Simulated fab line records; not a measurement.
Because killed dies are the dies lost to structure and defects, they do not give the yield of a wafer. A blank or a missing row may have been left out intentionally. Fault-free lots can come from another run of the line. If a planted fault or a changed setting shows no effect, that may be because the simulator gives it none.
Shared-tool check || flow sky130 || Sample size 13 lots and 39 wafers

== WHY THIS WAS OPENED ==
SKY_GATE_OXIDE_THK_MEAS_02, reading GATE_OXIDE_OXIDATION_00_THK: flagged on 2 of 13 lots. No-fault wafers: 10.22 nm, standard deviation 0.19.
Rule: a lot gets a flag if all its wafers with a number sit over 4 standard deviations from that mean, or if no wafer of it has a number. All remaining lots are regarded as sound.

{"lot": "L807", "measured": "day 12 16:36", "on": "film metro-03", "GATE_OXIDE_OXIDATION_00_THK (nm), wafer by wafer": "10.11 10.17 10.13", "flag": ""}
{"lot": "L808", "measured": "day 13 00:15", "on": "film metro-04", "GATE_OXIDE_OXIDATION_00_THK (nm), wafer by wafer": "9.89 10.08 9.97", "flag": ""}
{"lot": "L812", "measured": "day 14 09:58", "on": "film metro-04", "GATE_OXIDE_OXIDATION_00_THK (nm), wafer by wafer": "10.25 10.22 10.14", "flag": ""}
{"lot": "L813", "measured": "day 15 03:27", "on": "film metro-04", "GATE_OXIDE_OXIDATION_00_THK (nm), wafer by wafer": "10.39 10.29 10.22", "flag": ""}
{"lot": "L817", "measured": "day 15 22:04", "on": "film metro-03", "GATE_OXIDE_OXIDATION_00_THK (nm), wafer by wafer": "8.93 8.97 8.82", "flag": "FLAGGED"}
{"lot": "L816", "measured": "day 15 22:04", "on": "film metro-04", "GATE_OXIDE_OXIDATION_00_THK (nm), wafer by wafer": "8.84 8.75 8.91", "flag": "FLAGGED"}
{"lot": "L821", "measured": "day 17 08:25", "on": "film metro-04", "GATE_OXIDE_OXIDATION_00_THK (nm), wafer by wafer": "10.35 10.30 10.48", "flag": ""}
{"lot": "L822", "measured": "day 17 21:43", "on": "film metro-04", "GATE_OXIDE_OXIDATION_00_THK (nm), wafer by wafer": "10.06 9.87 10.13", "flag": ""}
{"lot": "L825", "measured": "day 18 22:25", "on": "film metro-04", "GATE_OXIDE_OXIDATION_00_THK (nm), wafer by wafer": "10.54 10.49 10.38", "flag": ""}
{"lot": "L826", "measured": "day 19 02:12", "on": "film metro-03", "GATE_OXIDE_OXIDATION_00_THK (nm), wafer by wafer": "10.24 10.30 10.31", "flag": ""}
{"lot": "L827", "measured": "day 19 14:05", "on": "film metro-02", "GATE_OXIDE_OXIDATION_00_THK (nm), wafer by wafer": "10.55 10.51 10.29", "flag": ""}
{"lot": "L828", "measured": "day 19 22:48", "on": "film metro-04", "GATE_OXIDE_OXIDATION_00_THK (nm), wafer by wafer": "10.15 10.30 10.31", "flag": ""}
{"lot": "L829", "measured": "day 20 05:26", "on": "film metro-03", "GATE_OXIDE_OXIDATION_00_THK (nm), wafer by wafer": "10.53 10.30 10.48", "flag": ""}
The numbers of the flagged lots are 8.87 nm on average: -1.35 nm against the usual, or -7 standard deviations.

== TOOL THAT RAN EACH LOT ==
The record keeps 1 process step preceding the reading, out of 708 steps on the route. Read each cell as the tool, then ch plus the chambers that the sampled wafers visited, then the start.
{"lot": "L807", "flag": "", "SKY_GATE_OXIDE_OXIDATION_01": "furnace-02 ch 0, day 12 15:11"}
{"lot": "L808", "flag": "", "SKY_GATE_OXIDE_OXIDATION_01": "furnace-01 ch 0, day 12 22:50"}
{"lot": "L812", "flag": "", "SKY_GATE_OXIDE_OXIDATION_01": "furnace-02 ch 0, day 14 08:32"}
{"lot": "L813", "flag": "", "SKY_GATE_OXIDE_OXIDATION_01": "furnace-02 ch 0, day 15 02:02"}
{"lot": "L817", "flag": "FLAGGED", "SKY_GATE_OXIDE_OXIDATION_01": "furnace-01 ch 0, day 15 20:38"}
{"lot": "L816", "flag": "FLAGGED", "SKY_GATE_OXIDE_OXIDATION_01": "furnace-01 ch 0, day 15 20:38"}
{"lot": "L821", "flag": "", "SKY_GATE_OXIDE_OXIDATION_01": "furnace-02 ch 0, day 17 06:58"}
{"lot": "L822", "flag": "", "SKY_GATE_OXIDE_OXIDATION_01": "furnace-02 ch 0, day 17 20:19"}
{"lot": "L825", "flag": "", "SKY_GATE_OXIDE_OXIDATION_01": "furnace-02 ch 0, day 18 21:01"}
{"lot": "L826", "flag": "", "SKY_GATE_OXIDE_OXIDATION_01": "furnace-01 ch 0, day 19 00:47"}
{"lot": "L827", "flag": "", "SKY_GATE_OXIDE_OXIDATION_01": "furnace-02 ch 0, day 19 12:40"}
{"lot": "L828", "flag": "", "SKY_GATE_OXIDE_OXIDATION_01": "furnace-01 ch 0, day 19 21:23"}
{"lot": "L829", "flag": "", "SKY_GATE_OXIDE_OXIDATION_01": "furnace-01 ch 0, day 20 04:01"}
What is done by these steps:
- SKY_GATE_OXIDE_OXIDATION_01: stabilise 600 s, purge 300 s, target thk 10.268 nm.
- SKY_GATE_OXIDE_THK_MEAS_02

== FLAGGED OVER TOTAL, TOOL BY TOOL (the gauges that took the reading come last) ==
{"step": "SKY_GATE_OXIDE_OXIDATION_01", "tool": "furnace-01", "lots run": 6, "flagged": 2, "share of the flagged lots": "all", "sound lots run after its first flagged lot": "3 (L826,L828,L829)"}
{"step": "SKY_GATE_OXIDE_OXIDATION_01", "tool": "furnace-02", "lots run": 7, "flagged": 0, "share of the flagged lots": "none", "sound lots run after its first flagged lot": "-"}
{"step": "SKY_GATE_OXIDE_THK_MEAS_02", "tool": "film metro-02", "lots run": 1, "flagged": 0, "share of the flagged lots": "none", "sound lots run after its first flagged lot": "-"}
{"step": "SKY_GATE_OXIDE_THK_MEAS_02", "tool": "film metro-03", "lots run": 4, "flagged": 1, "share of the flagged lots": "some", "sound lots run after its first flagged lot": "2 (L826,L829)"}
{"step": "SKY_GATE_OXIDE_THK_MEAS_02", "tool": "film metro-04", "lots run": 8, "flagged": 1, "share of the flagged lots": "some", "sound lots run after its first flagged lot": "4 (L821,L822,L825,L828)"}

== THE TABLE: WHAT IT ALLOWS ==
In the table, 1 row covers all flagged lots: furnace-01 at SKY_GATE_OXIDE_OXIDATION_01.
- furnace-01 at SKY_GATE_OXIDE_OXIDATION_01 ran 6 lots, 2 of them flagged. After the first flagged lot (L826, L828, L829), sound lots still ran on it; a lasting fault on the whole tool would not permit that.
Not one row of the table ran every flagged lot while running no sound lot after the first.

== WHAT THE SIMULATOR HAD PUT IN ==
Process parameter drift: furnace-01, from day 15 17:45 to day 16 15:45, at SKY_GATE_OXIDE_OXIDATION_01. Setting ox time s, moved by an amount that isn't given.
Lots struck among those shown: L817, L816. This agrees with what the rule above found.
